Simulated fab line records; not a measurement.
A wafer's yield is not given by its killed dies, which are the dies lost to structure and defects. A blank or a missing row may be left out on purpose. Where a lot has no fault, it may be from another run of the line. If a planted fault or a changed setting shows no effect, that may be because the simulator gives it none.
Which tool is to blame? + flow sky130 + 10 lots, 30 wafers sampled, at 4 steps of a route of 708

## WHAT EACH GAUGE READ, for each wafer
SKY_SONOS_ONO_THK_MEAS_01. Usual: SONOS_ONO_OXIDATION_THK 2.61 nm, standard deviation 0.065.
| lot  | measured     | on            | SONOS_ONO_OXIDATION_THK (nm) | flag |
|------|--------------|---------------|------------------------------|------|
| L274 | day 12 03:16 | film metro-01 | 2.73 2.78 2.70               |      |
| L275 | day 12 10:31 | film metro-01 | 2.57 2.62 2.63               |      |
| L279 | day 14 11:08 | film metro-03 | 2.73 2.67 2.68               |      |
| L280 | day 14 13:44 | film metro-03 | 2.55 2.49 2.56               |      |
| L281 | day 14 13:45 | film metro-01 | 2.58 2.54 2.58               |      |
| L283 | day 15 08:09 | film metro-03 | 2.53 2.55 2.63               |      |
| L284 | day 15 17:01 | film metro-03 | 1.73 1.67 1.70               | OFF  |
| L286 | day 16 08:35 | film metro-04 | 1.54 1.59 1.55               | OFF  |
| L292 | day 19 15:18 | film metro-03 | 2.61 2.67 2.57               |      |
| L293 | day 19 16:40 | film metro-04 | 2.56 2.61 2.60               |      |

SKY_SONOS_ONO_THK_MEAS_05. Usual: SONOS_ONO_CVD_04_THK 5.77 nm, standard deviation 0.096.
| lot  | measured     | on            | SONOS_ONO_CVD_04_THK (nm) | flag |
|------|--------------|---------------|---------------------------|------|
| L274 | day 12 08:03 | film metro-01 | 5.66 5.71 5.76            |      |
| L275 | day 13 03:23 | film metro-03 | 5.68 5.76 5.76            |      |
| L279 | day 14 15:43 | film metro-04 | 5.78 5.77 5.78            |      |
| L280 | day 14 18:08 | film metro-04 | 5.69 5.76 5.72            |      |
| L281 | day 14 18:09 | film metro-01 | 5.79 5.70 5.68            |      |
| L283 | day 15 10:34 | film metro-01 | 5.97 5.86 5.82            |      |
| L284 | day 15 19:52 | film metro-03 | 5.77 5.79 5.85            |      |
| L286 | day 16 13:35 | film metro-03 | 5.73 5.65 5.69            |      |
| L292 | day 19 17:43 | film metro-04 | 5.62 5.69 5.67            |      |
| L293 | day 19 19:05 | film metro-03 | 5.82 5.71 5.68            |      |

## EACH LOT AND THE TOOL THAT RAN IT (in order: tool; ch and the chambers of the sampled wafers; start)
| lot  | SKY_NWELL_STRIP_14                   | SKY_SONOS_ONO_OXIDATION_00    |
|------|--------------------------------------|-------------------------------|
| L274 | plasma asher-04 ch 1, day 5 05:24    | furnace-02 ch 0, day 12 01:55 |
| L275 | plasma asher-02 ch 0,1, day 5 10:18  | furnace-02 ch 0, day 12 09:10 |
| L279 | plasma asher-02 ch 0,1, day 6 21:18  | furnace-02 ch 0, day 14 09:47 |
| L280 | plasma asher-02 ch 1, day 6 23:36    | furnace-01 ch 0, day 14 12:23 |
| L281 | plasma asher-04 ch 0,1, day 7 01:17  | furnace-01 ch 0, day 14 12:23 |
| L283 | plasma asher-02 ch 0,1, day 7 12:19  | furnace-01 ch 0, day 15 06:49 |
| L284 | plasma asher-04 ch 0,1, day 7 19:23  | furnace-02 ch 0, day 15 15:38 |
| L286 | plasma asher-02 ch 0,1, day 8 05:33  | furnace-02 ch 0, day 16 07:13 |
| L292 | plasma asher-02 ch 0,1, day 10 15:52 | furnace-02 ch 0, day 19 13:57 |
| L293 | plasma asher-01 ch 0,1, day 10 16:31 | furnace-02 ch 0, day 19 15:19 |
- SKY_NWELL_STRIP_14: strips in O2/N2.
- SKY_SONOS_ONO_OXIDATION_00: stabilise 600 s, purge 300 s, target thk 2.6 nm.

## WHAT THE TOOLS THEMSELVES READ (means of the sampled wafers that have a number; where no wafer has one, the mark that the record gives instead)
SKY_NWELL_STRIP_14. Usual: drypump motor current A 5.8 A, standard deviation 0.33; n2 flow sccm 300.1 sccm, standard deviation 0.81; oes product au 0.723 a.u., standard deviation 0.0045; strip time to endpoint s 36.89 s, standard deviation 0.11.
| lot  | tool            | drypump motor current A (A) | n2 flow sccm (sccm) | oes product au (a.u.) | strip time to endpoint s (s) | flag |
|------|-----------------|-----------------------------|---------------------|-----------------------|------------------------------|------|
| L274 | plasma asher-04 | 5.9                         | 299.7               | 0.723                 | 36.75                        |      |
| L275 | plasma asher-02 | 6.0                         | 299.0               | 0.721                 | 36.84                        |      |
| L279 | plasma asher-02 | 5.9                         | 300.2               | 0.722                 | 36.89                        |      |
| L280 | plasma asher-02 | 6.1                         | 299.6               | 0.725                 | 36.70                        |      |
| L281 | plasma asher-04 | 5.8                         | 300.3               | 0.730                 | 36.82                        |      |
| L283 | plasma asher-02 | 6.0                         | 300.2               | 0.723                 | 36.95                        |      |
| L284 | plasma asher-04 | 5.7                         | 299.4               | 0.718                 | 36.90                        |      |
| L286 | plasma asher-02 | 6.0                         | 300.9               | 0.721                 | 36.97                        |      |
| L292 | plasma asher-02 | 5.9                         | 299.9               | 0.720                 | 36.81                        |      |
| L293 | plasma asher-01 | 5.1                         | 299.8               | 0.726                 | 36.71                        |      |

SKY_SONOS_ONO_OXIDATION_00. Usual: spike tc bottom C 820.6 C, standard deviation 1.5; spike tc centre C 800.0 C, standard deviation 1.2; spike tc lower C 801.0 C, standard deviation 1.2; spike tc top C 816.4 C, standard deviation 2; spike tc upper C 799.4 C, standard deviation 1.1; tube center temp C 800.01 C, standard deviation 0.065; tube_center_temp_C_max 802.1, standard deviation 0.36; zone power bottom pct 20.01 %, standard deviation 0.24; zone power top pct 29 %, standard deviation 3.9.
| lot  | tool       | spike tc bottom C (C) | spike tc centre C (C) | spike tc lower C (C) | spike tc top C (C) | spike tc upper C (C) | tube center temp C (C) | tube_center_temp_C_max | zone power bottom pct (%) | zone power top pct (%) | flag |
|------|------------|-----------------------|-----------------------|----------------------|--------------------|----------------------|------------------------|------------------------|---------------------------|------------------------|------|
| L274 | furnace-02 | 820.9                 | 799.3                 | 799.9                | 814.7              | 797.7                | 800.00                 | 802.0                  | 19.99                     | 25                     |      |
| L275 | furnace-02 | 822.1                 | 799.6                 | 800.0                | 815.0              | 799.3                | 800.03                 | 802.2                  | 19.79                     | 25                     |      |
| L279 | furnace-02 | 822.2                 | 799.0                 | 801.2                | 815.4              | 798.8                | 800.00                 | 802.0                  | 19.91                     | 25                     |      |
| L280 | furnace-01 | 819.0                 | 800.0                 | 801.2                | 818.8              | 800.3                | 800.04                 | 802.3                  | 19.89                     | 32                     |      |
| L281 | furnace-01 | 818.7                 | 800.6                 | 801.0                | 818.9              | 800.5                | 800.05                 | 802.2                  | 20.04                     | 32                     |      |
| L283 | furnace-01 | 819.9                 | 800.9                 | 802.6                | 817.8              | 799.8                | 800.04                 | 802.0                  | 20.47                     | 33                     |      |
| L284 | furnace-02 | 791.6                 | 768.6                 | 769.5                | 786.0              | 768.3                | 769.21                 | 771.2                  | 18.69                     | 23                     | OFF  |
| L286 | furnace-02 | 790.6                 | 768.3                 | 770.1                | 784.9              | 768.2                | 769.27                 | 771.5                  | 18.37                     | 23                     | OFF  |
| L292 | furnace-02 | 821.9                 | 799.2                 | 800.2                | 814.3              | 800.3                | 799.99                 | 802.0                  | 19.86                     | 25                     |      |
| L293 | furnace-02 | 822.4                 | 800.1                 | 800.1                | 814.1              | 799.4                | 800.03                 | 802.2                  | 19.70                     | 25                     |      |

## THE ANSWER, worked out from the rows above alone
Rule: a lot counts as off when the mean over its wafers that have a number is more than 3 standard deviations away from the usual mean. Also off: a lot with no number at a reading for which 4 or more lots have one. All remaining lots with rows at the step are treated as sound. Order of review: gauges by route order, followed by the tools' own readings, for which a lot's mean as printed above is used. At the first step where some lot is off, the reading lying furthest off is the one used; lots without a number count as furthest.
Off: L284, L286, at SKY_SONOS_ONO_THK_MEAS_01 (SONOS_ONO_OXIDATION_THK).
A tool fits if, at a process step before that reading, it ran every lot that is off, and no sound lot after the first of them. The gauges at SKY_SONOS_ONO_THK_MEAS_01 aren't tried: what is off there is off at SKY_SONOS_ONO_OXIDATION_00 too, on other tools, and a gauge's error can't cause that. Of those tried, none fits.

## WHAT THE SIMULATOR HAD INSERTED
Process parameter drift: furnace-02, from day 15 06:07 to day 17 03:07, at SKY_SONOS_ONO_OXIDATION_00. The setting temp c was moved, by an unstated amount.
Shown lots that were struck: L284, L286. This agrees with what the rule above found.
